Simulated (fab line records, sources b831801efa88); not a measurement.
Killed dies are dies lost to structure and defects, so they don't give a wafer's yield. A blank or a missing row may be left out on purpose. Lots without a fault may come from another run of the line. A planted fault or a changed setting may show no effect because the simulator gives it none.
Which tool did it? | flow sky130 | 12 lots, 36 wafers sampled, at 5 steps of a route of 708

WHAT THE GAUGES READ, wafer by wafer
SKY_NWELL_RS_MEAS_31: measures by four-point-probe.
lot  | measured     | on            | PWDE_RS (ohm/sq)
L432 | day 6 00:52  | film_metro-04 | 5266 5265 5253
L433 | day 6 10:04  | film_metro-04 | 5278 5279 5282
L434 | day 6 14:13  | film_metro-04 | 5270 5259 5249
L435 | day 6 19:25  | film_metro-01 | 5275 5263 5255
L436 | day 7 02:01  | film_metro-01 | 5260 5282 5276
L437 | day 7 08:16  | film_metro-02 | 5247 5261 5243
L438 | day 7 14:47  | film_metro-01 | 5272 5266 5290
L443 | day 8 19:40  | film_metro-02 | 5283 5284 5304
L444 | day 9 04:22  | film_metro-01 | 5254 5251 5263
L450 | day 10 14:46 | film_metro-02 | 5267 5290 5250
L451 | day 10 22:34 | film_metro-01 | 5272 5266 5275
L452 | day 11 04:24 | film_metro-02 | 5262 5283 5256

SKY_VT_ADJUST_NCORE_TW_MEAS_11.
lot  | measured     | on            | VT_ADJUST_NCORE_TW
L432 | day 9 08:50  | film_metro-03 | 220.5 220.9 220.2
L433 | day 9 19:00  | film_metro-01 | 215.3 216.4 215.9
L434 | day 10 02:49 | film_metro-02 | 222.7 222.2 222.5
L435 | day 10 07:09 | film_metro-02 | 222.2 222.0 222.2
L436 | day 10 14:52 | film_metro-01 | 216.2 216.0 215.9
L437 | day 10 21:17 | film_metro-03 | 222.1 220.9 220.6
L438 | day 11 04:04 | film_metro-03 | 219.1 219.7 220.9
L443 | day 12 15:34 | film_metro-01 | 196.3 197.4 196.1
L444 | day 13 01:54 | film_metro-03 | 200.8 201.3 201.4
L450 | day 14 17:55 | film_metro-03 | 219.6 220.7 220.8
L451 | day 15 03:33 | film_metro-01 | 216.2 217.5 217.1
L452 | day 15 08:30 | film_metro-03 | 220.4 220.5 221.7

WHICH TOOL RAN EACH LOT (tool, then ch and the chambers of the sampled wafers, then the start)
lot  | SKY_NWELL_STRIP_25                   | SKY_VT_ADJUST_LVTN_STRIP_09          | SKY_VT_ADJUST_NCORE_IMPLANT_09
L432 | plasma_asher-01 ch 0,1, day 6 00:19  | plasma_asher-02 ch 0,1, day 7 15:35  | implanter-04 ch 0, day 9 08:35
L433 | plasma_asher-02 ch 1, day 6 09:31    | plasma_asher-02 ch 1, day 8 00:49    | implanter-04 ch 0, day 9 18:45
L434 | plasma_asher-03 ch 0,1, day 6 13:38  | plasma_asher-03 ch 0,1, day 8 06:07  | implanter-03 ch 0, day 10 02:35
L435 | plasma_asher-02 ch 1, day 6 18:52    | plasma_asher-03 ch 0,1, day 8 11:40  | implanter-03 ch 0, day 10 06:54
L436 | plasma_asher-01 ch 0,1, day 7 01:27  | plasma_asher-03 ch 0,1, day 8 18:48  | implanter-02 ch 0, day 10 14:39
L437 | plasma_asher-03 ch 0,1, day 7 07:43  | plasma_asher-04 ch 0,1, day 9 01:28  | implanter-02 ch 0, day 10 21:02
L438 | plasma_asher-01 ch 0,1, day 7 14:13  | plasma_asher-03 ch 0,1, day 9 08:17  | implanter-04 ch 0, day 11 03:49
L443 | plasma_asher-02 ch 0,1, day 8 19:07  | plasma_asher-04 ch 0,1, day 10 15:51 | implanter-04 ch 0, day 12 15:20
L444 | plasma_asher-01 ch 0, day 9 03:49    | plasma_asher-04 ch 0,1, day 11 00:58 | implanter-04 ch 0, day 13 01:39
L450 | plasma_asher-01 ch 0,1, day 10 14:12 | plasma_asher-04 ch 0,1, day 12 14:17 | implanter-03 ch 0, day 14 17:41
L451 | plasma_asher-01 ch 0,1, day 10 22:01 | plasma_asher-04 ch 0,1, day 12 23:31 | implanter-03 ch 0, day 15 03:18
L452 | plasma_asher-01 ch 0,1, day 11 03:50 | plasma_asher-03 ch 0,1, day 13 05:04 | implanter-04 ch 0, day 15 08:16
- SKY_NWELL_STRIP_25: strips in O2/N2.
- SKY_VT_ADJUST_LVTN_STRIP_09: strips in O2/N2.
- SKY_VT_ADJUST_NCORE_IMPLANT_09

WHAT THE TOOLS THEMSELVES READ (means of the sampled wafers that have a number; where no wafer has one, the mark that the record gives instead)
SKY_NWELL_STRIP_25.
lot  | tool            | drypump_motor_current_A (A) | oes_product_au (a.u.) | strip_time_to_endpoint_s (s)
L432 | plasma_asher-01 | 5.3                         | 0.722                 | 37.01
L433 | plasma_asher-02 | 5.7                         | 0.726                 | 37.04
L434 | plasma_asher-03 | 5.6                         | 0.722                 | 36.99
L435 | plasma_asher-02 | 5.7                         | 0.721                 | 36.99
L436 | plasma_asher-01 | 5.6                         | 0.725                 | 37.09
L437 | plasma_asher-03 | 5.6                         | 0.722                 | 37.06
L438 | plasma_asher-01 | 5.4                         | 0.723                 | 36.99
L443 | plasma_asher-02 | 6.0                         | 0.722                 | 36.98
L444 | plasma_asher-01 | 5.1                         | 0.721                 | 36.93
L450 | plasma_asher-01 | 5.3                         | 0.724                 | 36.96
L451 | plasma_asher-01 | 5.6                         | 0.722                 | 36.86
L452 | plasma_asher-01 | 5.6                         | 0.724                 | 36.82

SKY_VT_ADJUST_LVTN_STRIP_09.
lot  | tool            | drypump_motor_current_A (A) | oes_product_au (a.u.) | strip_time_to_endpoint_s (s)
L432 | plasma_asher-02 | 5.81                        | 0.724                 | 36.86
L433 | plasma_asher-02 | 5.72                        | 0.726                 | 37.07
L434 | plasma_asher-03 | 5.59                        | 0.720                 | 36.89
L435 | plasma_asher-03 | 5.57                        | 0.728                 | 37.06
L436 | plasma_asher-03 | 5.57                        | 0.724                 | 36.99
L437 | plasma_asher-04 | 6.16                        | 0.721                 | 37.02
L438 | plasma_asher-03 | 5.54                        | 0.721                 | 36.97
L443 | plasma_asher-04 | 6.16                        | 0.725                 | 36.92
L444 | plasma_asher-04 | 6.17                        | 0.721                 | 36.99
L450 | plasma_asher-04 | 6.12                        | 0.722                 | 37.07
L451 | plasma_asher-04 | 6.11                        | 0.721                 | 37.02
L452 | plasma_asher-03 | 5.60                        | 0.720                 | 37.03

SKY_VT_ADJUST_NCORE_IMPLANT_09.
lot  | tool         | dose_ions_cm2 | faraday_current_uA
L432 | implanter-04 | 2.3957e+12    | 13.57
L433 | implanter-04 | 2.4014e+12    | 13.38
L434 | implanter-03 | 2.4026e+12    | 13.18
L435 | implanter-03 | 2.4005e+12    | 13.65
L436 | implanter-02 | 2.3994e+12    | 13.65
L437 | implanter-02 | 2.4001e+12    | 13.53
L438 | implanter-04 | 2.3995e+12    | 13.64
L443 | implanter-04 | 1.7161e+12    | 9.81
L444 | implanter-04 | 1.7165e+12    | 9.74
L450 | implanter-03 | 2.4010e+12    | 13.43
L451 | implanter-03 | 2.3995e+12    | 13.29
L452 | implanter-04 | 2.3984e+12    | 13.73

THE ANSWER, worked out from the rows above alone
Rule: what is usual is taken from the lots themselves. Put in order of their means at a reading, lots are off if they are a third of the lots or fewer, leave a main group of 4 or more, and stand apart from it by a gap of 3 or more times the standard deviation of the main group's means; of several such gaps the widest counts. A main group whose means are all the same, to the digits that the tables above print for the reading, isn't used. A lot without any number at a reading at which 4 lots or more have one is off too. The other lots that the step has rows for count as sound. The gauges are gone through in route order, then the tools' own readings, and for those a lot's mean is taken as printed above. The first step at which some lot is off is used, and at that step the reading that is off furthest; a lot without a number counts as furthest.
Off: L443, L444, at SKY_VT_ADJUST_NCORE_TW_MEAS_11 (VT_ADJUST_NCORE_TW). The main group: mean 219.6, standard deviation 2.3.
A tool fits if, at a process step before that reading, it ran every lot that is off, and no sound lot after the first of them. The gauges at SKY_VT_ADJUST_NCORE_TW_MEAS_11 aren't tried: what is off there is off at SKY_VT_ADJUST_NCORE_IMPLANT_09 too, on other tools, and a gauge's error can't cause that. None of those tried fits.

WHAT THE SIMULATOR HAD PUT IN
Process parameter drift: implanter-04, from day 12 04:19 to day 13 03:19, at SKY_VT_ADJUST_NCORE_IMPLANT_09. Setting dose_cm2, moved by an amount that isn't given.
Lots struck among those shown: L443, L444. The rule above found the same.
